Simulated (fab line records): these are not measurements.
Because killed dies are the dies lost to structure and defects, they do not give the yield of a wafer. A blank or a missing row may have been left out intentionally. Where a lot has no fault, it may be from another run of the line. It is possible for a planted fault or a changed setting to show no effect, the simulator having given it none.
The tool behind it: which one?    flow gf180mcu    14 lots, 42 wafers sampled, at 3 steps of a route of 602

## WHAT THE GAUGES READ, wafer by wafer
GF_M3_OVL_MEAS_15. Usual: M3_OVL 1 nm, standard deviation 7.1.
lot   measured      on          M3_OVL (nm)  flag
L483  day 21 08:24  overlay-01  -8 2 3       
L484  day 22 00:28  overlay-01  1 -1 9       
L485  day 22 16:42  overlay-02  -3 -4 -3     
L486  day 22 17:12  overlay-01  8 5 11       
L487  day 23 10:46  overlay-01  -9 0 -1      
L488  day 23 12:13  overlay-02  10 0 13      
L496  day 25 21:25  overlay-02  1 3 -5       
L497  day 26 09:02  overlay-02  4 5 4        
L498  day 26 12:44  overlay-01  -2 3 3       
L499  day 26 20:35  overlay-02  3 4 3        
L500  day 27 04:31  overlay-01  10 -1 13     
L501  day 27 07:05  overlay-01  18 -2 10     
L502  day 27 13:30  overlay-02  1 -5 0       
L505  day 28 11:49  overlay-01  -13 -10 -10  

GF_V3_CD_MEAS_14: the cd target is 260 nm. Usual: cd-nm at 260.1 nm, with a standard deviation of 1.
lot   measured      on         cd-nm (nm)         flag
L483  day 22 09:23  cd-sem-02  259.4 261.0 259.2  
L484  day 23 00:11  cd-sem-02  261.0 260.6 259.6  
L485  day 23 16:38  cd-sem-02  259.6 258.8 260.0  
L486  day 23 17:17  cd-sem-02  259.8 258.0 258.3  
L487  day 24 10:17  cd-sem-02  258.1 258.2 258.6  
L488  day 24 11:42  cd-sem-01  260.2 260.7 260.6  
L496  day 26 19:52  cd-sem-01  - - -              OFF
L497  day 27 06:21  cd-sem-01  - - -              OFF
L498  day 27 09:59  cd-sem-02  260.1 259.8 260.1  
L499  day 27 18:21  cd-sem-02  260.9 259.6 260.3  
L500  day 28 02:15  cd-sem-01  260.1 261.1 261.2  
L501  day 28 04:12  cd-sem-01  261.9 260.8 260.7  
L502  day 28 10:44  cd-sem-01  259.9 261.7 261.2  
L505  day 29 08:33  cd-sem-02  259.1 259.8 260.2  

## TOOL THAT RAN EACH LOT (tool first, then ch and the chambers of the sampled wafers, then the start)
lot   GF_V3_DEVELOP_13
L483  litho-track-01 ch 0, day 22 09:14
L484  litho-track-01 ch 0, day 23 00:02
L485  litho-track-04 ch 0, day 23 16:29
L486  litho-track-04 ch 0, day 23 17:08
L487  litho-track-04 ch 0, day 24 10:08
L488  litho-track-02 ch 0, day 24 11:34
L496  litho-track-02, day 26 19:44
L497  litho-track-01, day 27 06:13
L498  litho-track-04 ch 0, day 27 09:50
L499  litho-track-01 ch 0, day 27 18:13
L500  litho-track-02 ch 0, day 28 02:07
L501  litho-track-04 ch 0, day 28 04:03
L502  litho-track-01 ch 0, day 28 10:35
L505  litho-track-01 ch 0, day 29 08:25
- GF_V3_DEVELOP_13: develop time 60 s.

## AS READ BY THE TOOLS THEMSELVES (means over the sampled wafers that have a number; for cases with no such wafer, the mark the record gives instead)
GF_V3_DEVELOP_13. Usual: chill-plate-temp-C at 23.02 C, with a standard deviation of 0.11.
lot   tool            chill-plate-temp-C (C)  flag
L483  litho-track-01  23.08                   
L484  litho-track-01  23.23                   
L485  litho-track-04  23.07                   
L486  litho-track-04  22.84                   
L487  litho-track-04  23.03                   
L488  litho-track-02  23.07                   
L496  litho-track-02  -                       OFF
L497  litho-track-01  -                       OFF
L498  litho-track-04  23.11                   
L499  litho-track-01  22.95                   
L500  litho-track-02  22.95                   
L501  litho-track-04  23.10                   
L502  litho-track-01  23.18                   
L505  litho-track-01  23.12                   

## THE ANSWER, worked out from the rows above alone
Rule: lot off if the mean of its wafers having a number is beyond 3 standard deviations from the usual mean. A lot without any number at a reading at which 4 lots or more have one is off too. Any other lot the step has rows for is counted as sound. After the gauges, taken in route order, come the tools' own readings; for these a lot's mean is taken, as printed above. The first step at which some lot is off is used, and at that step the reading that is off furthest; a lot without a number counts as furthest.
Off: L496, L497, at GF_V3_CD_MEAS_14 (cd-nm). Without a number there: L496, L497.
If a tool, at a process step before that reading, ran all the lots that are off and no sound lot after the first of them, it fits. The gauges at GF_V3_CD_MEAS_14 aren't tried: what is off there is off at GF_V3_DEVELOP_13 too, on other tools, and a gauge's error can't cause that. Not one of the candidates tried fits.

## WHAT THE SIMULATOR PUT IN
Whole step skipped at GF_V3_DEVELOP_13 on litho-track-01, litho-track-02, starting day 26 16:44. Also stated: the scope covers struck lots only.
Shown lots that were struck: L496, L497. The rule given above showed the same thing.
